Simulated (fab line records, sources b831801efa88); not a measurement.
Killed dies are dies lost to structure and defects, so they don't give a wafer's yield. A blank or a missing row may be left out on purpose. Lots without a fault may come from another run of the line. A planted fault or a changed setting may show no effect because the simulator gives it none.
Tool commonality check | flow gf180mcu | 11 lots, 39 wafers sampled

WHY IT WAS OPENED
At GF_VT_IMPLANT_RS_MEAS_48 the reading LVPWELL_RS is flagged on 2 of 11 lots. Wafers without a fault read 1197 ohm/sq, standard deviation 3.1.
Rule: a lot is flagged when every wafer of it that has a number lies more than 4 standard deviations from that mean, or none has a number. The other lots count as sound.

lot  | measured     | on            | LVPWELL_RS (ohm/sq), wafer by wafer | flag
L341 | day 7 20:56  | film_metro-04 | 1198 1196 1198                      |
L342 | day 8 08:15  | film_metro-01 | 1193 1194 1194                      |
L344 | day 8 15:38  | film_metro-04 | 1194 1192 1196                      |
L347 | day 9 10:31  | film_metro-04 | 1201 1202 1204                      |
L348 | day 9 21:44  | film_metro-01 | 1191 1194 1192                      |
L350 | day 10 09:50 | film_metro-04 | 1196 1195 1196                      |
L356 | day 12 01:34 | film_metro-01 | 1199 1198 1203                      |
L357 | day 12 09:54 | film_metro-01 | 1194 1196 1197                      |
L360 | day 13 06:02 | film_metro-02 | 1219 1221 1222 1217 1222 1223       | FLAGGED
L361 | day 13 13:05 | film_metro-02 | 1200 1195 1197                      |
L363 | day 14 01:27 | film_metro-01 | 1225 1218 1224 1227 1219 1225       | FLAGGED
The numbers of the flagged lots are 1222 ohm/sq on average: +25 ohm/sq against the usual, or +8 standard deviations.

WHICH TOOL RAN EACH LOT
The record holds 2 process steps before the reading, out of a route of 602 steps. In each cell: the tool, then ch and the chambers that the sampled wafers went through, then the start.
lot  | flag    | GF_NWELL_STRIP_10                   | GF_LVPWELL_IMPLANT_09
L341 |         | plasma_asher-03 ch 0,1, day 3 12:37 | implanter-02 ch 0, day 4 02:11
L342 |         | plasma_asher-04 ch 0,1, day 3 23:29 | implanter-01 ch 0, day 4 13:11
L344 |         | plasma_asher-01 ch 0,1, day 4 06:05 | implanter-02 ch 0, day 4 19:23
L347 |         | plasma_asher-03 ch 0,1, day 4 20:16 | implanter-02 ch 0, day 5 10:29
L348 |         | plasma_asher-01 ch 0,1, day 5 05:39 | implanter-01 ch 0, day 5 19:34
L350 |         | plasma_asher-04 ch 0,1, day 5 13:50 | implanter-02 ch 0, day 6 04:53
L356 |         | plasma_asher-04 ch 0,1, day 6 23:29 | implanter-02 ch 0, day 7 15:28
L357 |         | plasma_asher-04 ch 0,1, day 7 06:03 | implanter-03 ch 0, day 7 22:13
L360 | FLAGGED | plasma_asher-04 ch 0,1, day 7 20:52 | implanter-02 ch 0, day 8 13:16
L361 |         | plasma_asher-03 ch 0,1, day 8 03:33 | implanter-03 ch 0, day 8 20:35
L363 | FLAGGED | plasma_asher-03 ch 0,1, day 8 13:17 | implanter-02 ch 0, day 9 06:41
What these steps do:
- GF_NWELL_STRIP_10: strips in O2/N2.
- GF_LVPWELL_IMPLANT_09
- GF_VT_IMPLANT_RS_MEAS_48: measures by four-point-probe.

FLAGGED OVER TOTAL, TOOL BY TOOL (the gauges that took the reading come last)
step                     | tool            | lots run | flagged | share of the flagged lots | sound lots run after its first flagged lot
GF_NWELL_STRIP_10        | plasma_asher-01 | 2        | 0       | none                      | -
GF_NWELL_STRIP_10        | plasma_asher-03 | 4        | 1       | some                      | 0
GF_NWELL_STRIP_10        | plasma_asher-04 | 5        | 1       | some                      | 0
GF_LVPWELL_IMPLANT_09    | implanter-01    | 2        | 0       | none                      | -
GF_LVPWELL_IMPLANT_09    | implanter-02    | 7        | 2       | all                       | 0
GF_LVPWELL_IMPLANT_09    | implanter-03    | 2        | 0       | none                      | -
GF_VT_IMPLANT_RS_MEAS_48 | film_metro-01   | 5        | 1       | some                      | 0
GF_VT_IMPLANT_RS_MEAS_48 | film_metro-02   | 2        | 1       | some                      | 1 (L361)
GF_VT_IMPLANT_RS_MEAS_48 | film_metro-04   | 4        | 0       | none                      | -

WHAT THE TABLE ALLOWS
1 row of the table ran every flagged lot: implanter-02 at GF_LVPWELL_IMPLANT_09.
- implanter-02 at GF_LVPWELL_IMPLANT_09: 2 of its 7 lots flagged. Its last sound lot is L356 (day 7 15:28), its first flagged lot L360 (day 8 13:16): a fault that began between those two fits.
One tool is left: implanter-02 at GF_LVPWELL_IMPLANT_09.

WHAT THE SIMULATOR HAD PUT IN
Process parameter drift: implanter-02, from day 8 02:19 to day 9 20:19, at GF_LVPWELL_IMPLANT_09. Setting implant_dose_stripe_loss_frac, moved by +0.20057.
Lots struck among those shown: L360, L363. The rule above found the same.
